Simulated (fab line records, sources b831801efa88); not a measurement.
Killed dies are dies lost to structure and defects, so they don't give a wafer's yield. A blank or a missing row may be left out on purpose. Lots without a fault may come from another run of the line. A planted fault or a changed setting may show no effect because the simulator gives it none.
Chamber matching | flow sky130 | SKY_VIA4_CMP_21 on cmp-02: 4 sister chambers
The step polishes, stops on SiO2, t overpolish 25 s, target thk 0 nm. 8 wafers are shown with their chamber, then 7 later ones without.

WAFERS WITH THEIR CHAMBER
wafer  | chamber | motor_current_A (A) | time_to_endpoint_s (s)
L738.6 | 2       | 9.5                 | 141
L753.6 | 1       | 11.2                | 113
L754.1 | 2       | 9.9                 | 128
L754.4 | 1       | 11.0                | 118
L755.4 | 3       | 9.1                 | 123
L755.6 | 0       | 12.6                | 114
L756.1 | 0       | 12.6                | 114
L756.3 | 3       | 8.9                 | 123

WAFERS WITHOUT THEIR CHAMBER
wafer  | motor_current_A (A) | time_to_endpoint_s (s)
L756.6 | 11.8                | 113
L759.2 | 10.3                | 126
L759.3 | 11.8                | 111
L759.6 | 12.4                | 110
L760.1 | 9.9                 | 128
L760.3 | 10.9                | 120
L760.5 | 8.8                 | 126

WHICH CHAMBER EACH WENT THROUGH
wafer  | from the rows above     | in truth
L756.6 | can't be placed: 1 or 0 | 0
L759.2 | can't be placed: 2 or 1 | 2
L759.3 | can't be placed: 1 or 0 | 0
L759.6 | 0                       | 0
L760.1 | 2                       | 2
L760.3 | 1                       | 1
L760.5 | 3                       | 3
Placed correctly: 4 of 7. Can't be placed from these rows: 3 (the true chamber is among the candidates in 3). Placed wrongly: 0.
How it was worked out, from the rows above alone: a wafer's distance from a chamber is the root of the sum, over the readings, of the square of ((its reading less the chamber's mean) divided by the reading's scatter). The wafer belongs to the nearest chamber; if the next one is less than 2 further off, it can't be placed. A chamber's mean is the mean of its shown wafers. The scatter: the root of (the sum of the squares of (reading less its chamber's mean) over the shown wafers, divided by (wafers less chambers)).
